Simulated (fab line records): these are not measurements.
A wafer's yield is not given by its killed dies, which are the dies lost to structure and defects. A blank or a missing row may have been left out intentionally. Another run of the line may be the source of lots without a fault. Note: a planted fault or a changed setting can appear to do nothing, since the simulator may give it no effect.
A lot that was struck, set against a sound lot | flow sky130 | 35 steps out of a route of 708
Sound: the wafers L446.2, L446.3, L446.5. Struck: wafers L448.2, L448.4 (left out: L448.5, a lot-mate that was not struck); the cause follows at the end.
For every step that has rows: the tool of each side, followed by ch and its chambers, followed by its first start. Under that, the readings that differ: sound wafers | struck wafers | difference of the means | sigmas: that difference in standard deviations of wafers without a fault.
alike: readings with means less than 2 such deviations apart, plus words and numbers identical on both sides. not compared: withheld readings, readings lacking a value on some wafer, bounds such as >300 that could conceal the same value, and numbers that have no deviation in the record and whose values overlap.
Wherever a step has rows on one side only, a row that says differs or no value, or a row with sigmas, the two part there. When numbers do not overlap yet have no deviation, they are printed without sigmas and do not part them. Lack of a reading on every wafer of one side parts them only where that side has two or more wafers.

first, 9 steps without rows for these wafers: SKY_METAL3_DESCUM_15 (chemistry O2, time 8 s); SKY_METAL3_ETCH_16 (etches BARC in N2/H2, stops on SiO2, time 88.2 s, target depth 60 nm); SKY_METAL3_ETCH_17 (etches SiO2 in C4F8/O2/Ar, stops on TiN, time 3.9 s, target depth 15 nm); SKY_METAL3_METAL_ETCH_18 (etches the open film in Cl2/BCl3, stops on SiO2, target depth 845 nm, time 183.1 s); SKY_METAL3_STRIP_19 (strips in O2/N2); SKY_METAL3_STRIP_20 (strips in post etch residue remover, time 1200 s); SKY_METAL3_CLEAN_21 (cleans in IPA, time 180 s); SKY_METAL3_CLEAN_22 (cleans in O3/DIW); SKY_VIA3_HDPCVD_00 (deposits SiO2, target thk 1635 nm, time 272.5 s).
SKY_VIA3_CMP_02: polishes SiO2.
  sound on cmp-01 ch 0,2,3, day 41 03:46; struck on cmp-01 ch 0,2, day 41 20:28
  reading                                  | sound             | struck      | difference | sigmas
  model.SiO2_of_VIA3_HDPCVD_00.thk_nm (nm) | 465.6 465.4 465.3 | 429.3 429.8 | -35.9      |
  alike: motor_current_A, retaining_ring_pressure_frac
then, 9 steps without rows for these wafers: SKY_VIA3_DEHYDRATE_04 (time 60 s); SKY_VIA3_HMDS_05 (prime time 60 s); SKY_VIA3_COAT_06 (resist thk 60 nm); SKY_VIA3_COAT_07 (resist thk 450 nm); SKY_VIA3_SOFTBAKE_08 (time 90 s); SKY_VIA3_EXPOSE_09 (exposes mask VIM3, target cd 200 nm); SKY_VIA3_PEB_10; SKY_VIA3_DEVELOP_11 (develop time 60 s); SKY_VIA3_ETCH_14 (etches BARC in N2/H2, stops on SiO2, time 45.9 s, target depth 60 nm).
SKY_VIA3_ETCH_15: etches SiO2 in C4F8/O2/Ar, stops on TiN, target depth 507 nm, time 78 s.
  sound on rie_diel-01 ch 0,1,2, day 42 04:26; struck on rie_diel-03 ch 2,3, day 42 20:36
  reading                          | sound             | struck      | difference | sigmas
  oes_product_au (a.u.)            | 0.940 0.951 0.955 | 0.903 0.897 | -0.049     | -9
  model.etch.depth_nm (nm)         | 465.6 465.4 465.3 | 429.3 429.8 | -35.9      |
  model.VIA3.feature_depth_nm (nm) | 465.6 465.4 465.3 | 429.3 429.8 | -35.9      |
  alike: bias_w
  not compared: rf_hours_counter_h
then, 13 steps without rows for these wafers: SKY_VIA3_STRIP_16 (strips in O2/N2); SKY_VIA3_STRIP_17 (strips in post etch residue remover, time 1200 s); SKY_VIA3_CLEAN_18 (cleans in IPA, time 180 s); SKY_VIA3_CLEAN_19 (cleans in O3/DIW); SKY_VIA3_SPUTTER_20 (material TiN, target thk 20 nm, time 80 s); SKY_VIA3_CVD_21 (deposits W, target thk 390 nm, time 117.31 s); SKY_VIA3_CMP_24 (polishes, stops on SiO2, t overpolish 20 s, target thk 0 nm); SKY_METAL4_SPUTTER_00 (material Ti, target thk 15 nm, time 10 s); SKY_METAL4_SPUTTER_01 (material TiN, target thk 20 nm, time 16.7 s); SKY_METAL4_SPUTTER_02 (material AlCu, target thk 735 nm, time 39.1 s); SKY_METAL4_SPUTTER_03 (material Ti, target thk 5 nm, time 3.3 s); SKY_METAL4_SPUTTER_04 (material TiN, target thk 70 nm, time 58.3 s); SKY_CAP2M_CVD_00 (deposits SiO2, target thk 15.5 nm).
SKY_METAL4_METAL_ETCH_18: etches the open film in Cl2/BCl3, stops on SiO2, target depth 845 nm, time 183.1 s.
  sound on rie_metal-04 ch 0,1, day 44 05:55; struck on rie_metal-04 ch 1, day 44 19:29
  reading                                  | sound             | struck      | difference | sigmas
  bias_w (W)                               | 48.33 48.35 48.46 | 48.62 48.83 | +0.34      | +2
  model.SiO2_of_VIA3_HDPCVD_00.thk_nm (nm) | 436 435.6 435.3   | 399.9 400.2 | -35.6      |
  alike: drypump_motor_current_A, mfc_cl2_sccm, oes_product_au, throttle_valve_pct
  not compared: rf_hours_counter_h
SKY_PAD_OPEN_PROBE_99:
  sound wafers here have rows in the record (prober-01, day 47 22:05); struck ones have none

== WHERE THEY PART ==
Earliest at SKY_VIA3_ETCH_15; latest, in this record, at SKY_PAD_OPEN_PROBE_99.

WHY: what the simulator had put in
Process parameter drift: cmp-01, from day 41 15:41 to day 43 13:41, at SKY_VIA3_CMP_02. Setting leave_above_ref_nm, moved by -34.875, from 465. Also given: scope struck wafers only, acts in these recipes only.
